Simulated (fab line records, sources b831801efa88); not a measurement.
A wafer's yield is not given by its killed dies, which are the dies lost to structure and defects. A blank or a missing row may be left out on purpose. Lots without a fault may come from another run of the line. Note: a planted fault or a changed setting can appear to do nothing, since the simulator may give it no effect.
Struck lot and sound lot, side by side | flow sky130 | 43 out of 708 route steps
Sound: wafers L195.1, L195.2, L195.6. Struck: wafer L206.6 (L206.1, L206.2, from the same lot, were not struck and are left out); the cause is given at the end.
Per side, at each step with rows, come the tool, then ch with its chambers, and then its first start. Under that, the readings that differ: sound wafers | struck wafers | difference of the means | sigmas: that difference in standard deviations of wafers without a fault.
alike: words and numbers the same on both sides, and readings whose means are apart by under 2 such deviations; not compared: readings that were withheld, readings missing a value for some wafer, numbers with overlapping values and no deviation given by the record, and bounds like >300 which may hide the same value.
A row with sigmas, a row that says differs or no value, or rows on one side alone: a step with any of these is where the two part. Non-overlapping numbers with no deviation appear without sigmas and do not part them. A reading missing from all wafers of one side parts the sides only when that side holds two or more wafers.

first, 1 step without rows for these wafers: SKY_METAL2_DEVELOP_14 (develop time 60 s).
SKY_METAL2_CD_MEAS_15 targets a cd of 140 nm.
  struck on cd_sem-01, day 40 19:09; sound on cd_sem-01, day 37 00:04
  alike: cd_nm
SKY_METAL2_OVL_MEAS_16:
  struck on overlay-02, day 40 19:16; sound on overlay-02, day 37 00:11
  alike: METAL2_OVL
then, 2 steps without rows for these wafers: SKY_METAL2_DESCUM_17 (chemistry O2, time 8 s); SKY_METAL2_ETCH_18 (etches BARC in N2/H2, stops on SiO2, time 45.9 s, target depth 60 nm).
SKY_METAL2_METAL_ETCH_19: etches the open film in Cl2/BCl3, stops on SiO2, target depth 360 nm, time 78 s.
  sound on rie_metal-01 ch 1, day 37 00:25; struck on rie_metal-02 ch 0, day 40 19:24
  alike: bias_w, drypump_motor_current_A, oes_product_au, throttle_valve_pct
  not compared: rf_hours_counter_h
SKY_METAL2_STRIP_20: strips in O2/N2.
  sound on plasma_asher-02 ch 0,1, day 37 00:35; struck on plasma_asher-02 ch 0, day 40 19:29
  alike: drypump_motor_current_A, oes_product_au, strip_time_to_endpoint_s
  not compared: rf_hours_counter_h
then, 4 steps without rows for these wafers: SKY_METAL2_STRIP_21 (strips in post etch residue remover, time 1200 s); SKY_METAL2_CLEAN_22 (cleans in IPA, time 180 s); SKY_METAL2_CLEAN_23 (cleans in O3/DIW); SKY_VIA2_HDPCVD_00 (deposits SiO2, target thk 1180 nm, time 196.7 s).
SKY_VIA2_THK_MEAS_01:
  struck on film_metro-03, day 40 20:13; sound on film_metro-03, day 37 01:19
  alike: VIA2_HDPCVD_THK
SKY_VIA2_CMP_02: polishes SiO2.
  sound on cmp-01 ch 1,2,3, day 37 01:22; struck on cmp-01 ch 1, day 40 20:17
  alike: motor_current_A, platen_rpm
SKY_VIA2_BOW_MEAS_03:
  struck on film_metro-02, day 40 20:35; sound on film_metro-02, day 37 01:40
  alike: VIA2_BOW
then, 8 steps without rows for these wafers: SKY_VIA2_DEHYDRATE_04 (time 60 s); SKY_VIA2_HMDS_05 (prime time 60 s); SKY_VIA2_COAT_06 (resist thk 60 nm); SKY_VIA2_COAT_07 (resist thk 450 nm); SKY_VIA2_SOFTBAKE_08 (time 90 s); SKY_VIA2_EXPOSE_09 (exposes mask VIM2, target cd 200 nm); SKY_VIA2_PEB_10; SKY_VIA2_DEVELOP_11 (develop time 60 s).
SKY_VIA2_CD_MEAS_12 targets a cd of 200 nm.
  struck on cd_sem-01, day 41 20:58; sound on cd_sem-01, day 38 02:49
  reading    | sound             | struck | difference | sigmas
  cd_nm (nm) | 198.3 198.7 198.0 | 201.7  | +3.4       | +2
SKY_VIA2_OVL_MEAS_13:
  struck on overlay-02, day 41 21:05; sound on overlay-02, day 38 02:56
  reading       | sound    | struck | difference | sigmas
  VIA2_OVL (nm) | -5 -6 -7 | 4      | +10        | +2
SKY_VIA2_ETCH_14: etches BARC in N2/H2, stops on SiO2, time 45.9 s, target depth 60 nm.
  sound on rie_diel-04 ch 0,2,3, day 38 02:58; struck on rie_diel-02 ch 2, day 41 21:07
  reading    | sound              | struck | difference | sigmas
  bias_w (W) | 99.57 99.93 100.04 | 100.48 | +0.63      | +2
  alike: drypump_motor_current_A, oes_product_au, throttle_valve_pct
  not compared: rf_hours_counter_h
then, 5 steps without rows for these wafers: SKY_VIA2_ETCH_15 (etches SiO2 in C4F8/O2/Ar, stops on TiN, target depth 546 nm, time 84 s); SKY_VIA2_STRIP_16 (strips in O2/N2); SKY_VIA2_STRIP_17 (strips in post etch residue remover, time 1200 s); SKY_VIA2_CLEAN_18 (cleans in IPA, time 180 s); SKY_VIA2_CLEAN_19 (cleans in O3/DIW).
SKY_VIA2_SPUTTER_20: material TiN, target thk 20 nm, time 80 s.
  struck on pvd_sputter-03, day 41 21:49; sound on pvd_sputter-03, day 38 03:41
  alike: throttle_valve_pct
then, 1 step without rows for these wafers: SKY_VIA2_CVD_21 (deposits W, target thk 420 nm, time 126.4 s).
SKY_VIA2_RS_MEAS_22: measures by four-point-probe.
  struck on film_metro-03, day 41 22:01; sound on film_metro-04, day 38 03:52
  alike: VIA2_W_RS
SKY_VIA2_THK_MEAS_23: measures by xrf.
  struck on film_metro-03, day 41 22:08; sound on film_metro-04, day 38 03:59
  reading         | sound       | struck | difference | sigmas
  VIA2_W_THK (nm) | 449 452 448 | 434    | -16        | -2
then, 1 step without rows for these wafers: SKY_VIA2_CMP_24 (polishes, stops on SiO2, t overpolish 20 s, target thk 0 nm).
SKY_METAL3_SPUTTER_00: material Ti, target thk 15 nm, time 10 s.
  struck on pvd_sputter-01, day 41 22:29; sound on pvd_sputter-04, day 38 04:21
  alike: throttle_valve_pct
then, 5 steps without rows for these wafers: SKY_METAL3_SPUTTER_01 (material TiN, target thk 20 nm, time 16.7 s); SKY_METAL3_SPUTTER_02 (material AlCu, target thk 735 nm, time 39.1 s); SKY_METAL3_SPUTTER_03 (material Ti, target thk 5 nm, time 3.3 s); SKY_METAL3_SPUTTER_04 (material TiN, target thk 70 nm, time 58.3 s); SKY_CAPM_CVD_00 (deposits SiO2, target thk 15.5 nm).
SKY_CAPM_THK_MEAS_01:
  struck on film_metro-03, day 41 22:40; sound on film_metro-03, day 38 04:31
  alike: CAPM_CVD_00_THK
-- the record jumps here: 8 days lie between the struck wafers' starts before and after (it left off in module CAPM and takes up again in module PAD_OPEN, whose first step shown is number 708 of the route) --
SKY_PAD_OPEN_PROBE_99:
  struck on prober-02, day 50 01:28; sound on prober-01, day 47 05:29
  reading                               | sound               | struck                   | difference                   | sigmas
  hold                                  | - - -               | await_dispo/2.3h/release | no value on the sound wafers |
  defect_limited_yield (%)              | 81.3 83.3 84.1      | 22.8                     | -60.1                        | -29
  killed_at_M0_to_M3                    | 50 41 44            | 346                      | +301                         | +46
  killed_dies                           | 92 82 78            | 380                      | +296                         | +30
  killed_on_rim                         | 15 14 21            | 77                       | +60                          | +15
  model.etest.tester.sort_n_pass        | 390 410 414         | 112                      | -293                         |
  model.etest.tester.sort_yield_pct (%) | 79.27 83.33 84.15   | 22.76                    | -59.49                       |
  model.etest.tester.sort_bin_5_pct (%) | 12.6 9.35 8.333     | 53.25                    | +43.16                       |
  model.etest.tester.sort_bin_6_pct (%) | 6.504 6.911 6.911   | 16.46                    | +9.68                        |
  model.etest.tester.sort_bin_3_pct (%) | 1.626 0.4065 0.6098 | 7.52                     | +6.64                        |
  alike: killed_at_M4_up, killed_at_contacts, killed_at_front_end, killed_at_other, killed_open, killed_short

== WHERE THEY PART ==
At SKY_VIA2_CD_MEAS_12 first; at SKY_PAD_OPEN_PROBE_99 last (within this record only).

WHY: what the simulator had put in
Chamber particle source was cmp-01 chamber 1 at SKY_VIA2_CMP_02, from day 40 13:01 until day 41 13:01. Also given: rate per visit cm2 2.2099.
